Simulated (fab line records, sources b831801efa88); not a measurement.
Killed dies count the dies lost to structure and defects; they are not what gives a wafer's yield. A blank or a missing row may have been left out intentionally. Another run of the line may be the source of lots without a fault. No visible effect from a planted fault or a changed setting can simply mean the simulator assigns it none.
fab line records	flow sfq_line
record: lots: 7	wafers: 21	last_day: 96
route steps=325 shown I2@107 M3@118 I3@133 M4@148 M8@325
lots with no fault: from the same line, run without faults
start_h: the number of hours between the record's first day and the start of the first shown wafer of the lot	wait_h: hours since the lot's step before	" same as the row above	L1.1+2: several wafers, shown together as one row	- either no value or no given start	* or withheld: withheld	< > ~ a bound
route shown NAME@n: names a module that has steps shown in the file, with the first one's number in the route	usual: average and standard deviation across the fault-free wafers	same: alike in all rows	chamber/n: place in a boat	sites: per-site readings	_std_site: standard deviation across them	_edge_site: outer sites' mean less inner sites'	radius_mm: how far each site lies from the wafer's centre	mask NAME#n: copy n	behind: the most recent tool/chamber to have shaped the wafer	hold: the reason the lot was held/the length of the hold in hours/how it ended	device: names the non-switching transistor (n, p or np)	end of line: at the end of the route, the tests of the same wafers	for a step that has no rows: nothing shown but its recipe	killed: at the first sort, the dies lost to defects and structure; wafer yield is something else	map: per-die view of a wafer (x killed, . not killed, _ where there is no die)
set.NAME: the setting the step ran with; set.NAME@STEP: the setting that earlier step ran with	model.NAME: the simulator's own value behind a step, which no gauge read
lots seen at some steps along the route; tables by step, rows by wafer
services: from which hour (start_h, from the record's first day; less than 0 if before it) a tool's chamber was out of use, for how many hours, and why
== steps ==
step: SFQ_TRILAYER_I2_VIA_LITHO_COAT_072
recipe: resist: BARC	spin_rpm: 3000	resist_thk_nm: 62
step: SFQ_TRILAYER_I2_VIA_LITHO_COAT_067
recipe: resist: KrF	spin_rpm: 3000	resist_thk_nm: 650
step: SFQ_TRILAYER_I2_VIA_LITHO_SOFTBAKE_071
recipe: temp_c: withheld	time_s: withheld	resist: KrF
step: SFQ_TRILAYER_I2_VIA_LITHO_EXPOSE_068
recipe: mask_id: I2	na: 0.6	source_shape: conventional	sigma_outer: 0.65	target_cd_nm: 500	dose_mj: 21.3
step: SFQ_TRILAYER_I2_VIA_LITHO_PEB_070
recipe: peb_temp_c: 115	peb_time_s: 60	resist: KrF
step: SFQ_TRILAYER_I2_VIA_LITHO_DEVELOP_069
recipe: time_s: 60	resist: KrF
step: SFQ_I2_OVL_MEAS_918
usual: I2_OVL: 0/5.4
lot.wafer	tool	chamber	start_h	wait_h	I2_OVL[nm]
L543.1	overlay-01	-	1070.87	0.1	-6
L543.3	"	-	"	"	-7
L543.5	"	-	"	"	-1
L544.1	overlay-02	-	1076.87	0.1	-4
L544.4	"	-	"	"	2
L544.5	"	-	"	"	-4
L545.1	overlay-02	-	1084.07	0.1	-11
L545.3	"	-	"	"	-8
L545.5	"	-	"	"	-9
L546.2	overlay-01	-	1097.20	0.1	9
L546.3	"	-	"	"	1
L546.6	"	-	"	"	5
L554.2	overlay-02	-	1192.84	0.1	5
L554.3	"	-	"	"	2
L554.4	"	-	"	"	1
L555.3	overlay-01	-	1200.04	0.1	2
L555.4	"	-	"	"	9
L555.6	"	-	"	"	10
L556.1	overlay-02	-	1203.63	0.1	7
L556.5	"	-	"	"	2
L556.6	"	-	"	"	3
step: SFQ_TRILAYER_I2_VIA_BARC_OPEN_VIA_ETCH_096
recipe: mask_material: PR	chemistry: O2	target_depth_nm: 125	target: BARC	source_w: 500	bias_w: 80	pressure_mtorr: 30	time_s: 41.7
step: SFQ_TRILAYER_I2_VIA_ETCH_VIA_ETCH_070
recipe: target: SiO2	stop_on: Nb	mask_material: PR	taper_deg: 20	chemistry: CHF3	target_depth_nm: 260	source_w: 500	bias_w: 80	pressure_mtorr: 30	time_s: withheld
usual: drypump_motor_current_A: 5.8/0.49	oes_product_au: 0.854/0.0058
lot.wafer	tool	chamber	start_h	wait_h	drypump_motor_current_A	oes_product_au
L543.1	rie_diel-01	2	1070.94	0.0	5.4	0.848
L543.3	"	3	"	"	5.2	0.851
L543.5	"	2	"	"	5.4	0.849
L544.1	rie_diel-02	0	1076.94	0.0	6.7	0.851
L544.4	"	2	"	"	6.1	0.849
L544.5	"	1	"	"	5.6	0.857
L545.1	rie_diel-03	2	1084.14	0.0	5.4	0.847
L545.3	"	1	"	"	6.5	0.845
L545.5	"	2	"	"	5.5	0.841
L546.2	rie_diel-03	3	1097.27	0.0	5.1	0.850
L546.3	"	1	"	"	6.5	0.857
L546.6	"	1	"	"	6.5	0.856
L554.2	rie_diel-02	1	1192.91	0.0	5.6	0.846
L554.3	"	0	"	"	6.7	0.854
L554.4	"	3	"	"	5.5	0.847
L555.3	rie_diel-03	1	1200.11	0.0	6.4	0.854
L555.4	"	3	"	"	5.1	0.853
L555.6	"	2	"	"	5.4	0.865
L556.1	rie_diel-02	1	1203.71	0.0	5.6	0.849
L556.5	"	3	"	"	5.5	0.853
L556.6	"	2	"	"	6.1	0.855
step: SFQ_TRILAYER_I2_VIA_STRIP_STRIP_071
recipe: gas: O2	power_w: 200	platen_temp_c: 40	overash_fraction: 0.65	chemistry: O2	pressure_mtorr: 50
usual: drypump_motor_current_A: 5.8/0.36	oes_product_au: 0.999/0.0094
lot.wafer	tool	chamber	start_h	wait_h	drypump_motor_current_A	oes_product_au	rf_hours_counter_h
L543.1	rie_metal-02	0	1071.06	-	5.6	1.001	27
L543.3	"	0	"	"	5.6	1.010	-
L543.5	"	0	"	"	5.6	1.001	-
L544.1	rie_metal-03	0	1077.06	-	6.0	1.006	89
L544.4	"	1	"	"	5.3	0.987	-
L544.5	"	0	"	"	6.0	1.013	-
L545.1	rie_metal-03	1	1084.26	-	5.3	0.978	4
L545.3	"	0	"	"	6.0	1.002	-
L545.5	"	0	"	"	6.0	1.005	-
L546.2	rie_metal-03	0	1097.39	-	6.0	1.000	90
L546.3	"	0	"	"	6.0	1.005	-
L546.6	"	1	"	"	5.3	0.980	-
L554.2	rie_metal-01	0	1193.02	-	5.8	1.012	114
L554.3	"	1	"	"	5.5	1.011	-
L554.4	"	0	"	"	5.8	1.010	-
L555.3	rie_metal-01	0	1200.42	-	5.8	1.001	-
L555.4	"	1	"	"	5.5	0.989	-
L555.6	"	1	"	"	5.5	0.985	-
L556.1	rie_metal-03	1	1203.82	-	5.2	0.978	17
L556.5	"	1	"	"	5.3	0.973	-
L556.6	"	0	"	"	6.0	0.999	-
step: SFQ_TRILAYER_I2_VIA_STRIP_SOLV_CLEAN_072
recipe: chemistry: NMP	temp_c: 70	time_s: 600
step: SFQ_TRILAYER_M3_DEP_PRE_CLEAN_074
recipe: gas: Ar	time_s: 22.5	bias_v: 250
step: SFQ_TRILAYER_M3_DEP_SPUTTER_073
recipe: material: Nb	base_pressure_pa: 1.33e-06	chamber_pressure_pa: 0.1333	substrate_temp_c: 20	resputter_cathode_voltage_v: 400	target_thk_nm: 200	power_w: 2000	time_s: 133.3
usual: throttle_valve_pct: 30.0/1.2
lot.wafer	tool	chamber	start_h	wait_h	throttle_valve_pct	model.Nb_of_TRILAYER_M3_DEP_SPUTTER_073.thk_nm
L543.1	pvd_sputter-05	-	1071.88	0.0	31.1	181.9
L543.3	"	-	"	"	31.3	182.1
L543.5	"	-	"	"	28.9	183
L544.1	pvd_sputter-05	-	1077.86	0.0	28.8	183.7
L544.4	"	-	"	"	31.3	185.7
L544.5	"	-	"	"	31.1	184
L545.1	pvd_sputter-05	-	1085.08	0.0	31.1	183.3
L545.3	"	-	"	"	28.6	185.1
L545.5	"	-	"	"	31.3	183.6
L546.2	pvd_sputter-06	-	1098.22	0.0	29.3	201.3
L546.3	"	-	"	"	29.9	199.6
L546.6	"	-	"	"	29.7	197.7
L554.2	pvd_sputter-04	-	1193.82	0.0	29.3	202.8
L554.3	"	-	"	"	28.7	203.1
L554.4	"	-	"	"	28.4	204.6
L555.3	pvd_sputter-05	-	1201.20	0.0	29.1	198.6
L555.4	"	-	"	"	31.3	198.9
L555.6	"	-	"	"	31.3	197.6
L556.1	pvd_sputter-04	-	1204.62	0.0	30.6	206
L556.5	"	-	"	"	28.3	204.2
L556.6	"	-	"	"	30.3	204.9
step: SFQ_M3_RS_MEAS_919
recipe: thk_meas_gauge: four-point-probe	reads: Nb_of_TRILAYER_M3_DEP_SPUTTER_073
usual: M3_NB_RS: 0.889/0.01
lot.wafer	tool	chamber	start_h	wait_h	M3_NB_RS[ohm/sq]
L543.1	film_metro-01	-	1071.97	0.0	0.980
L543.3	"	-	"	"	0.979
L543.5	"	-	"	"	0.974
L544.1	film_metro-03	-	1077.95	0.0	0.972
L544.4	"	-	"	"	0.960
L544.5	"	-	"	"	0.969
L545.1	film_metro-03	-	1085.17	0.0	0.974
L545.3	"	-	"	"	0.963
L545.5	"	-	"	"	0.971
L546.2	film_metro-04	-	1098.33	0.1	0.882
L546.3	"	-	"	"	0.889
L546.6	"	-	"	"	0.898
L554.2	film_metro-01	-	1193.93	0.1	0.877
L554.3	"	-	"	"	0.877
L554.4	"	-	"	"	0.870
L555.3	film_metro-04	-	1201.34	0.1	0.895
L555.4	"	-	"	"	0.893
L555.6	"	-	"	"	0.899
L556.1	film_metro-03	-	1204.71	0.0	0.865
L556.5	"	-	"	"	0.870
L556.6	"	-	"	"	0.869
step: SFQ_TRILAYER_M3_LITHO_COAT_080
recipe: resist: BARC	spin_rpm: 3000	resist_thk_nm: 62
step: SFQ_TRILAYER_M3_LITHO_COAT_075
recipe: resist: KrF	spin_rpm: 3000	resist_thk_nm: 600
step: SFQ_TRILAYER_M3_LITHO_SOFTBAKE_079
recipe: temp_c: withheld	time_s: withheld	resist: KrF
step: SFQ_TRILAYER_M3_LITHO_EXPOSE_076
recipe: mask_id: M3	na: 0.6	source_shape: conventional	sigma_outer: 0.65	target_cd_nm: 500	dose_mj: 14.4
step: SFQ_TRILAYER_M3_LITHO_PEB_078
recipe: peb_temp_c: 115	peb_time_s: 60	resist: KrF
step: SFQ_TRILAYER_M3_LITHO_DEVELOP_077
recipe: time_s: 60	resist: KrF
step: SFQ_M3_OVL_MEAS_921
usual: M3_OVL: 1/5.9
lot.wafer	tool	chamber	start_h	wait_h	M3_OVL[nm]
L543.1	overlay-01	-	1074.40	0.1	2
L543.3	"	-	"	"	0
L543.5	"	-	"	"	4
L544.1	overlay-01	-	1080.98	0.1	-9
L544.4	"	-	"	"	-11
L544.5	"	-	"	"	-8
L545.1	overlay-01	-	1087.60	0.1	5
L545.3	"	-	"	"	3
L545.5	"	-	"	"	3
L546.2	overlay-02	-	1101.05	0.1	10
L546.3	"	-	"	"	6
L546.6	"	-	"	"	10
L554.2	overlay-01	-	1196.60	0.1	0
L554.3	"	-	"	"	8
L554.4	"	-	"	"	-2
L555.3	overlay-01	-	1203.82	0.1	0
L555.4	"	-	"	"	2
L555.6	"	-	"	"	-4
L556.1	overlay-02	-	1208.55	0.1	3
L556.5	"	-	"	"	5
L556.6	"	-	"	"	-2
step: SFQ_TRILAYER_M3_BARC_OPEN_METAL_ETCH_100
recipe: mask_material: PR	chemistry: O2	target_depth_nm: 125	target: BARC	icp_w: 600	bias_w: 80	pressure_mtorr: 10	time_s: 41.7
step: SFQ_TRILAYER_M3_ETCH_METAL_ETCH_078
recipe: target: Nb	stop_on: SiO2	mask_material: PR	chemistry: Cl2/Ar	target_depth_nm: 240	icp_w: 600	bias_w: 80	pressure_mtorr: 10	time_s: 120
usual: drypump_motor_current_A: 5.9/0.45	oes_product_au: 0.895/0.007
lot.wafer	tool	chamber	start_h	wait_h	drypump_motor_current_A	oes_product_au	rf_hours_counter_h
L543.1	rie_metal-02	1	1074.49	0.0	6.4	0.851	63
L543.3	"	0	"	"	5.6	0.847	-
L543.5	"	0	"	"	5.6	0.850	-
L544.1	rie_metal-03	1	1081.08	0.0	5.3	0.856	4
L544.4	"	0	"	"	6.0	0.855	-
L544.5	"	1	"	"	5.3	0.855	-
L545.1	rie_metal-02	0	1087.69	0.0	5.6	0.847	30
L545.3	"	0	"	"	5.6	0.858	-
L545.5	"	1	"	"	6.4	0.857	-
L546.2	rie_metal-02	0	1101.14	0.0	5.6	0.896	31
L546.3	"	1	"	"	6.3	0.890	-
L546.6	"	0	"	"	5.6	0.888	-
L554.2	rie_metal-03	0	1196.69	0.0	6.0	0.901	102
L554.3	"	1	"	"	5.3	0.905	-
L554.4	"	0	"	"	6.0	0.903	-
L555.3	rie_metal-02	0	1203.94	0.1	5.6	0.887	-
L555.4	"	1	"	"	6.3	0.892	-
L555.6	"	1	"	"	6.4	0.888	-
L556.1	rie_metal-04	0	1208.65	0.0	6.7	0.900	80
L556.5	"	1	"	"	6.1	0.900	-
L556.6	"	0	"	"	6.7	0.908	-
step: SFQ_TRILAYER_M3_STRIP_STRIP_079
recipe: gas: O2	power_w: 200	platen_temp_c: 40	overash_fraction: 0.65	chemistry: O2	pressure_mtorr: 50
step: SFQ_TRILAYER_M3_STRIP_SOLV_CLEAN_080
recipe: chemistry: NMP	temp_c: 70	time_s: 600
step: SFQ_TRILAYER_I3_DEP_PECVD_081
recipe: material: SiO2	temp_c: 150	time_s: 111.11	pressure_torr: 2.4	rf_w: 183.3	precursor: SiH4/N2O	target_thk_nm: 500
usual: heater_power_w: 83/14	throttle_valve_pct: 24.4/1.3
lot.wafer	tool	chamber	start_h	wait_h	heater_power_w	throttle_valve_pct
L543.1	pecvd-01	2	1075.39	0.0	79	25.4
L543.3	"	1	"	"	83	25.4
L543.5	"	1	"	"	88	25.2
L544.1	pecvd-01	1	1081.98	0.0	90	25.3
L544.4	"	0	"	"	89	26.1
L544.5	"	1	"	"	92	25.4
L545.1	pecvd-02	1	1088.59	0.0	65	23.4
L545.3	"	0	"	"	64	23.8
L545.5	"	1	"	"	65	23.1
L546.2	pecvd-04	1	1102.04	0.0	72	23.1
L546.3	"	0	"	"	101	23.1
L546.6	"	0	"	"	101	22.8
L554.2	pecvd-01	2	1197.60	0.0	86	25.6
L554.3	"	1	"	"	92	25.8
L554.4	"	0	"	"	99	26.2
L555.3	pecvd-04	1	1204.80	0.0	70	23.5
L555.4	"	2	"	"	91	22.0
L555.6	"	0	"	"	105	23.2
L556.1	pecvd-02	1	1209.55	0.0	62	23.5
L556.5	"	1	"	"	64	23.1
L556.6	"	2	"	"	97	23.9
step: SFQ_TRILAYER_I3_CMP_CMP_082
recipe: material: SiO2	down_force_psi: 3	platen_rpm: 60	pad_velocity_m_s: 0.94248
usual: motor_current_A: 10.5/0.72	platen_rpm: 60.01/0.042	time_to_endpoint_s: 215/8.2
lot.wafer	tool	chamber	start_h	wait_h	motor_current_A	platen_rpm	time_to_endpoint_s
L543.3	cmp-02	1	1083.60	8.2	10.0	59.99	203
L543.1	"	2	"	"	10.5	60.00	209
L543.5	"	1	1085.60	10.1	10.7	60.01	219
L544.1	cmp-02	0	1091.44	9.4	10.6	59.96	212
L544.4	"	1	"	"	11.0	60.07	218
L544.5	"	3	1092.94	10.9	11.9	60.00	219
L545.1	cmp-01	1	1099.29	10.7	11.2	59.98	213
L545.3	"	3	1100.29	11.7	10.0	59.99	211
L545.5	"	1	1101.29	12.6	11.1	60.04	214
L546.3	cmp-02	2	1106.44	4.4	9.9	60.02	222
L546.2	"	0	1107.44	5.4	10.2	60.01	230
L546.6	"	1	"	"	9.9	59.97	217
L554.2	cmp-01	1	1202.31	4.7	11.1	59.98	201
L554.3	"	2	"	"	9.6	60.06	204
L554.4	"	3	"	"	10.2	60.02	212
L555.4	cmp-01	0	1212.31	7.4	9.7	60.03	210
L555.3	"	1	"	"	11.7	60.03	207
L555.6	"	2	"	"	8.9	60.02	213
L556.1	cmp-02	2	1217.28	7.7	10.2	60.07	208
L556.5	"	2	1219.28	9.7	10.6	59.99	218
L556.6	"	3	"	"	11.1	60.00	220
step: SFQ_I3_BOW_MEAS_922
recipe: mode: bow
usual: I3_BOW: 3/9.3
lot.wafer	tool	chamber	start_h	wait_h	I3_BOW[um]
L543.1	film_metro-04	-	1086.10	1.5	2
L543.3	"	-	"	"	-8
L543.5	"	-	"	"	-2
L544.1	film_metro-02	-	1093.94	2.0	-9
L544.4	"	-	"	"	-9
L544.5	"	-	"	"	4
L545.1	film_metro-04	-	1102.29	2.5	10
L545.3	"	-	"	"	19
L545.5	"	-	"	"	10
L546.2	film_metro-03	-	1108.96	1.0	3
L546.3	"	-	"	"	15
L546.6	"	-	"	"	3
L554.2	film_metro-04	-	1205.33	2.5	14
L554.3	"	-	"	"	4
L554.4	"	-	"	"	-5
L555.3	film_metro-02	-	1214.35	1.0	13
L555.4	"	-	"	"	2
L555.6	"	-	"	"	10
L556.1	film_metro-03	-	1220.28	2.5	0
L556.5	"	-	"	"	-8
L556.6	"	-	"	"	-3
step: SFQ_TRILAYER_I3_METRO_MEASURE_083
step: SFQ_TRILAYER_I3_VIA_LITHO_COAT_090
recipe: resist: BARC	spin_rpm: 3000	resist_thk_nm: 62
step: SFQ_TRILAYER_I3_VIA_LITHO_COAT_085
recipe: resist: KrF	spin_rpm: 3000	resist_thk_nm: 650
step: SFQ_TRILAYER_I3_VIA_LITHO_SOFTBAKE_089
recipe: temp_c: withheld	time_s: withheld	resist: KrF
step: SFQ_TRILAYER_I3_VIA_LITHO_EXPOSE_086
recipe: mask_id: I3	na: 0.6	source_shape: conventional	sigma_outer: 0.65	target_cd_nm: 500	dose_mj: 21.3
step: SFQ_TRILAYER_I3_VIA_LITHO_PEB_088
recipe: peb_temp_c: 115	peb_time_s: 60	resist: KrF
step: SFQ_TRILAYER_I3_VIA_LITHO_DEVELOP_087
recipe: time_s: 60	resist: KrF
step: SFQ_I3_OVL_MEAS_923
usual: I3_OVL: -1/5.5
lot.wafer	tool	chamber	start_h	wait_h	I3_OVL[nm]
L543.1	overlay-02	-	1230.03	0.1	-9
L543.3	"	-	"	"	-15
L543.5	"	-	"	"	-16
L544.1	overlay-01	-	1239.63	0.1	-3
L544.4	"	-	"	"	-7
L544.5	"	-	"	"	-6
L545.1	overlay-02	-	1249.36	0.1	-12
L545.3	"	-	"	"	-13
L545.5	"	-	"	"	-7
L546.2	overlay-01	-	1256.56	0.1	-5
L546.3	"	-	"	"	1
L546.6	"	-	"	"	-1
L554.2	overlay-02	-	1345.48	0.1	3
L554.3	"	-	"	"	0
L554.4	"	-	"	"	5
L555.3	overlay-02	-	1353.89	0.1	1
L555.4	"	-	"	"	-2
L555.6	"	-	"	"	3
L556.1	overlay-01	-	1361.08	0.1	4
L556.5	"	-	"	"	0
L556.6	"	-	"	"	2
step: SFQ_TRILAYER_I3_VIA_BARC_OPEN_VIA_ETCH_121
recipe: mask_material: PR	chemistry: O2	target_depth_nm: 125	target: BARC	source_w: 500	bias_w: 80	pressure_mtorr: 30	time_s: 41.7
step: SFQ_TRILAYER_I3_VIA_ETCH_VIA_ETCH_088
recipe: target: SiO2	stop_on: Nb	mask_material: PR	taper_deg: 20	chemistry: CHF3	target_depth_nm: 260	source_w: 500	bias_w: 80	pressure_mtorr: 30	time_s: withheld
usual: drypump_motor_current_A: 5.8/0.44	oes_product_au: 0.854/0.0056
lot.wafer	tool	chamber	start_h	wait_h	drypump_motor_current_A	oes_product_au
L543.1	rie_diel-03	2	1230.11	0.0	5.5	0.862
L543.3	"	3	"	"	5.1	0.854
L543.5	"	1	"	"	6.5	0.861
L544.1	rie_diel-03	1	1239.71	0.0	6.4	0.863
L544.4	"	0	"	"	5.4	0.857
L544.5	"	0	"	"	5.4	0.853
L545.1	rie_diel-04	1	1249.43	0.0	6.0	0.857
L545.3	"	2	"	"	5.6	0.850
L545.5	"	1	"	"	6.0	0.854
L546.2	rie_diel-03	3	1256.63	0.0	5.1	0.852
L546.3	"	2	"	"	5.5	0.863
L546.6	"	1	"	"	6.5	0.853
L554.2	rie_diel-04	2	1345.55	0.0	5.6	0.855
L554.3	"	3	"	"	5.7	0.858
L554.4	"	1	"	"	6.0	0.847
L555.3	rie_diel-02	1	1353.95	0.0	5.6	0.860
L555.4	"	0	"	"	6.7	0.850
L555.6	"	3	"	"	5.5	0.861
L556.1	rie_diel-02	0	1361.15	0.0	6.6	0.845
L556.5	"	3	"	"	5.5	0.849
L556.6	"	2	"	"	6.1	0.857
step: SFQ_TRILAYER_I3_VIA_STRIP_STRIP_089
recipe: gas: O2	power_w: 200	platen_temp_c: 40	overash_fraction: 0.65	chemistry: O2	pressure_mtorr: 50
step: SFQ_TRILAYER_I3_VIA_STRIP_SOLV_CLEAN_090
recipe: chemistry: NMP	temp_c: 70	time_s: 600
step: SFQ_TRILAYER_M4_DEP_PRE_CLEAN_092
recipe: gas: Ar	time_s: 22.5	bias_v: 250
step: SFQ_M8_BOW_MEAS_951
recipe: mode: bow
usual: M8_BOW: 11/11
lot.wafer	tool	chamber	start_h	wait_h	M8_BOW[um]	model.etest.m3.ohm_um	model.etest.i2.link_ohm	model.etest.m3.ohm_sq	model.etest.i3.link_ohm
L543.1	film_metro-02	-	2063.44	0.0	5	1.974	2.074	0.9784	2.052
L543.3	"	-	"	"	-3	1.98	2.074	0.9778	2.059
L543.5	"	-	"	"	2	1.965	2.066	0.9726	2.048
L544.1	film_metro-03	-	2064.64	0.0	1	1.942	2.074	0.9693	2.04
L544.4	"	-	"	"	1	1.927	2.059	0.9586	2.04
L544.5	"	-	"	"	14	1.94	2.067	0.9674	2.034
L545.1	film_metro-03	-	2069.52	0.0	12	1.966	2.07	0.9714	2.032
L545.3	"	-	"	"	20	1.943	2.049	0.962	2.032
L545.5	"	-	"	"	11	1.946	2.07	0.9698	2.048
L546.2	film_metro-03	-	2071.94	0.0	9	1.776	1.97	0.8841	1.979
L546.3	"	-	"	"	20	1.79	1.972	0.8918	1.965
L546.6	"	-	"	"	9	1.811	1.982	0.9006	1.988
L554.2	film_metro-01	-	2282.94	0.0	26	1.766	1.951	0.8779	1.961
L554.3	"	-	"	"	15	1.749	1.945	0.8767	1.961
L554.4	"	-	"	"	6	1.754	1.94	0.8702	1.952
L555.3	film_metro-01	-	2292.55	0.0	16	1.797	2.003	0.8965	1.968
L555.4	"	-	"	"	5	1.783	1.994	0.895	1.961
L555.6	"	-	"	"	13	1.789	2.013	0.901	1.972
L556.1	film_metro-01	-	2303.00	0.0	10	1.728	1.946	0.8642	1.947
L556.5	"	-	"	"	4	1.748	1.942	0.8718	1.973
L556.6	"	-	"	"	8	1.734	1.951	0.8688	1.949
== services ==
tool	chamber	start_h	hours	kind
rie_metal-02	-	1052.81	0.2	repair
cmp-02	-	1055.29	0.4	repair
rie_diel-02	2	1062.31	3.4	repair
cmp-02	-	1064.85	3.3	pm
rie_diel-03	2	1099.24	8.4	repair
cmp-02	-	1103.49	1.5	repair
cmp-02	-	1113.84	0.3	repair
pvd_sputter-05	-	1131.48	11.2	repair
rie_metal-02	-	1136.61	0.9	repair
rie_diel-02	2	1136.85	11.0	repair
cmp-02	-	1148.58	1.0	repair
cmp-02	-	1153.76	0.6	repair
cmp-02	-	1179.80	6.4	repair
cmp-02	-	1195.62	11.4	pm
rie_diel-03	0	1198.97	5.4	repair
rie_diel-03	0	1207.74	8.6	repair
cmp-02	-	1208.89	2.4	repair
cmp-02	-	1234.66	0.8	repair
rie_metal-03	-	1307.62	11.0	repair
rie_diel-03	-	1329.03	14.6	pm
rie_diel-02	-	1350.96	2.8	pm
rie_metal-03	-	1352.48	0.8	repair
rie_diel-03	1	1357.14	23.4	repair
rie_metal-03	-	1359.54	0.2	repair
== key ==
first_sign: step: SFQ_M3_RS_MEAS_919	reading: M3_NB_RS	direction: up	sigmas: 8	usual: 0.889	struck: 0.971
effect: step: SFQ_TRILAYER_M3_ETCH_METAL_ETCH_078	reading: oes_product_au	direction: down	sigmas: 6	usual: 0.895	struck: 0.853
model_effect: step: SFQ_TRILAYER_M3_DEP_SPUTTER_073	value: Nb_of_TRILAYER_M3_DEP_SPUTTER_073.thk_nm	without: 201.4	struck: 183.6
model_effect: step: SFQ_M8_BOW_MEAS_951	value: etest.m3.ohm_um	without: 1.781	struck: 1.954
met_at SFQ_TRILAYER_M3_DEP_SPUTTER_073
struck_wafers L543.1,L543.3,L543.5,L544.1,L544.4,L544.5,L545.1,L545.3,L545.5
fault: kind: process_parameter_drift	tool: pvd_sputter-05	chamber: -	onset_h: 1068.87	steps: SFQ_TRILAYER_M3_DEP_SPUTTER_073	channel: time_s	offset: *	shape: step	end_h: 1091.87	acts_in: *	stated: *
